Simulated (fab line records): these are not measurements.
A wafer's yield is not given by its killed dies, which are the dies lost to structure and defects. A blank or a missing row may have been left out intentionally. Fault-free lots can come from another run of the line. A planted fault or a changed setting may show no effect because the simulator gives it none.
A struck lot beside a sound one    flow gf180mcu    15 steps out of a route of 602
Sound: wafers L805.2, L805.3, L805.5. Struck: wafer L815.2 (left out: L815.4, L815.5 of the same lot, which were not struck); the cause appears at the end.
At each step with rows: each side's tool, then ch and its chambers, then its first start. Under that, the readings that differ: sound wafers    struck wafers    difference of the means    sigmas: that difference in standard deviations of wafers without a fault.
alike: readings whose means differ by less than 2 such deviations, and words and numbers that are the same on both sides. not compared: withheld readings, readings that some wafer has no value for, bounds like >300 that may hide the same value, and numbers for which the record gives no deviation and whose values overlap.
Wherever a step has rows on one side only, a row that says differs or no value, or a row with sigmas, the two part there. Numbers that have no deviation but don't overlap get no sigmas and don't part them. A reading missing from all wafers of one side parts the sides only when that side holds two or more wafers.

first, 4 steps without rows for these wafers: GF_M4_SOFTBAKE_10 (time 60 s); GF_M4_EXPOSE_11 (exposes mask Metal4, target cd 280 nm); GF_M4_PEB_12 (peb time 90 s); GF_M4_DEVELOP_13 (develop time 60 s).
GF_M4_CD_MEAS_14 targets a cd of 280 nm.
  sound on cd-sem-01 at day 23 17:12; struck on cd-sem-01 at day 27 02:07
  alike: cd-nm
GF_M4_OVL_MEAS_15:
  sound on overlay-01 at day 23 17:19; struck on overlay-01 at day 27 02:14
  alike: M4_OVL
GF_M4_METAL_ETCH_16: etches the open film in Cl2/BCl3, stops on SiO2, target depth 750.8 nm, time 125.1 s.
  sound on rie-metal-03 ch 0,1, day 23 17:20; struck on rie-metal-03 ch 1, day 27 02:16
  alike: drypump-motor-current-A, oes-product-au, throttle-valve-pct
  not compared: rf-hours-counter-h
GF_M4_STRIP_17: strips in O2/N2.
  sound on plasma-asher-03 ch 0,1, day 23 17:28; struck on plasma-asher-04 ch 1, day 27 02:23
  alike: drypump-motor-current-A, heater-power-w, oes-product-au, platen-temp-c, strip-time-to-endpoint-s
  not compared: rf-hours-counter-h
then, 3 steps without rows for these wafers: GF_M4_STRIP_18 (strips in post etch residue remover, time 1200 s); GF_M4_CLEAN_19 (cleans in DIW); GF_V4_CVD_00 (deposits SiO2, target thk 600 nm, time 100 s).
GF_V4_THK_MEAS_01:
  sound on film-metro-01 at day 23 18:06; struck on film-metro-01 at day 27 03:02
  alike: V4_CVD_00_THK
GF_V4_CVD_02: deposits SiO2 from TEOS, target thk 850 nm, time 94.851 s.
  sound on pecvd-02 ch 0,1, day 23 18:09; struck on pecvd-04 ch 1, day 27 03:05
reading             sound              struck  difference  sigmas
rf-fwd-power-W (W)  594.1 597.8 590.4  691.7   +97.6       +51
  alike: heater-power-w, susceptor-temp-C
  not compared: since-wet-clean-h, model.SiO2_of_V4_CVD_02.thk-nm
GF_V4_THK_MEAS_03:
  sound on film-metro-03 at day 23 18:14; struck on film-metro-02 at day 27 03:10
  alike: V4_CVD_02_THK
-- the record jumps here: 5 days lie between the struck wafers' starts before and after (it left off in module V4 and takes up again in module PASSIVATION, whose first step shown is number 602 of the route) --
GF_PASSIVATION_PROBE_99:
  record: rows for the struck wafers here (prober-01, day 32 05:03), none for the sound ones

== WHERE THEY PART ==
At GF_V4_CVD_02 first; at GF_PASSIVATION_PROBE_99 last (within this record only).

WHY: the cause the simulator had injected
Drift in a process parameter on pecvd-04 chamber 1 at GF_V4_CVD_02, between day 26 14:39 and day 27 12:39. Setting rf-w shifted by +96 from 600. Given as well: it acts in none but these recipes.
